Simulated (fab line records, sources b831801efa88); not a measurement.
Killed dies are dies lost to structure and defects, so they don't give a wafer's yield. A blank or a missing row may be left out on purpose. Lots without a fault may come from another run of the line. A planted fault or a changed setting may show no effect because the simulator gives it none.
A struck lot beside a sound one | flow sky130 | 16 steps out of a route of 708
Sound: wafers L419.1, L419.3, L419.4. Struck: wafers L425.2, L425.4, L425.6. The cause comes at the end.
At each step with rows: each side's tool, then ch and its chambers, then its first start. Under that, the readings that differ: sound wafers | struck wafers | difference of the means | sigmas: that difference in standard deviations of wafers without a fault.
alike: readings whose means differ by less than 2 such deviations, and words and numbers that are the same on both sides. not compared: withheld readings, readings that some wafer has no value for, bounds like >300 that may hide the same value, and numbers for which the record gives no deviation and whose values overlap.
The two part at a step that has a row with sigmas, a row that says differs or no value, or rows on one side only. Numbers that don't overlap but have no deviation are shown without sigmas and don't part them. A reading that every wafer of one side lacks parts them only if that side has two wafers or more.

SKY_SD_N_OVL_MEAS_08:
  sound on overlay-01, day 27 11:17; struck on overlay-01, day 30 03:47
  alike: SD_N_OVL
then, 2 steps without rows for these wafers: SKY_SD_N_IMPLANT_09; SKY_SD_N_IMPLANT_10.
SKY_SD_N_STRIP_11: strips in O2/N2.
  sound on plasma_asher-02 ch 0,1, day 27 11:37; struck on plasma_asher-04 ch 0, day 30 04:07
  reading                     | sound       | struck      | difference | sigmas
  drypump_motor_current_A (A) | 6.3 6.0 6.4 | 4.7 4.7 4.7 | -1.5       | -3
  alike: oes_product_au, strip_time_to_endpoint_s
  not compared: rf_hours_counter_h
SKY_SD_N_TW_MEAS_12:
  sound on film_metro-02, day 27 11:43; struck on film_metro-01, day 30 04:14
  reading | sound          | struck         | difference | sigmas
  SD_N_TW | 3938 3959 3974 | 4053 4072 4077 | +110       | +2
then, 1 step without rows for these wafers: SKY_SD_N_CLEAN_13 (cleans in SC1/SC2, time 150 s).
SKY_SD_N_RTA_14: time 2 s.
  sound on rtp_anneal-01 ch 0, day 27 11:50; struck on rtp_anneal-01 ch 0, day 30 04:21
  alike: anneal_temp_c_max, lamp_power_pct, wafer_temp_C_max
SKY_SD_N_RS_MEAS_16: measures by four-point-probe.
  sound on film_metro-01, day 27 12:00; struck on film_metro-02, day 30 04:35
  alike: SD_N_RS
SKY_SD_N_RS_MEAS_17: measures by four-point-probe.
  sound on film_metro-01, day 27 12:07; struck on film_metro-02, day 30 04:42
  alike: SD_P_RS
SKY_SD_N_RS_MEAS_18: measures by four-point-probe.
  sound on film_metro-01, day 27 12:14; struck on film_metro-02, day 30 04:49
  alike: RES_XHIGH_RS
then, 1 step without rows for these wafers: SKY_SALICIDE_CLEAN_00 (cleans in HF-last, time 30 s).
SKY_LI_CONTACT_HDPCVD_00: deposits PSG, target thk 930 nm, time 155 s.
  sound on hdpcvd-01 ch 0,1,2, day 27 12:23; struck on hdpcvd-02 ch 1,2, day 30 04:56
  reading                                       | sound             | struck            | difference | sigmas
  run_length_s (s)                              | 182.4 183.1 182.9 | 213.0 212.8 213.2 | +30.2      | +57
  model.PSG_of_LI_CONTACT_HDPCVD_00.thk_nm (nm) | 931.7 928.4 954   | 1103 1100 1092    | +160       |
SKY_LI_CONTACT_THK_MEAS_01:
  sound on film_metro-02, day 27 12:29; struck on film_metro-02, day 30 05:04
  reading                    | sound       | struck         | difference | sigmas
  LI_CONTACT_HDPCVD_THK (nm) | 932 929 954 | 1103 1100 1092 | +160       | +16
SKY_LI_CONTACT_CMP_02: polishes PSG.
  sound on cmp-01 ch 1,2,3, day 27 12:35; struck on cmp-02 ch 0,2,3, day 30 05:10
  reading                | sound    | struck   | difference | sigmas
  time_to_endpoint_s (s) | 33 36 32 | 51 46 53 | +16        | +5
  alike: motor_current_A
SKY_LI_CONTACT_BOW_MEAS_03:
  sound on film_metro-04, day 27 12:50; struck on film_metro-01, day 30 05:26
  alike: LI_CONTACT_BOW
SKY_PAD_OPEN_PROBE_99:
  the record has rows for the sound wafers here (prober-01, day 45 09:14) and none for the struck ones

WHERE THEY PART
First at SKY_SD_N_STRIP_11; last, within this record, at SKY_PAD_OPEN_PROBE_99.

WHY: what the simulator had put in
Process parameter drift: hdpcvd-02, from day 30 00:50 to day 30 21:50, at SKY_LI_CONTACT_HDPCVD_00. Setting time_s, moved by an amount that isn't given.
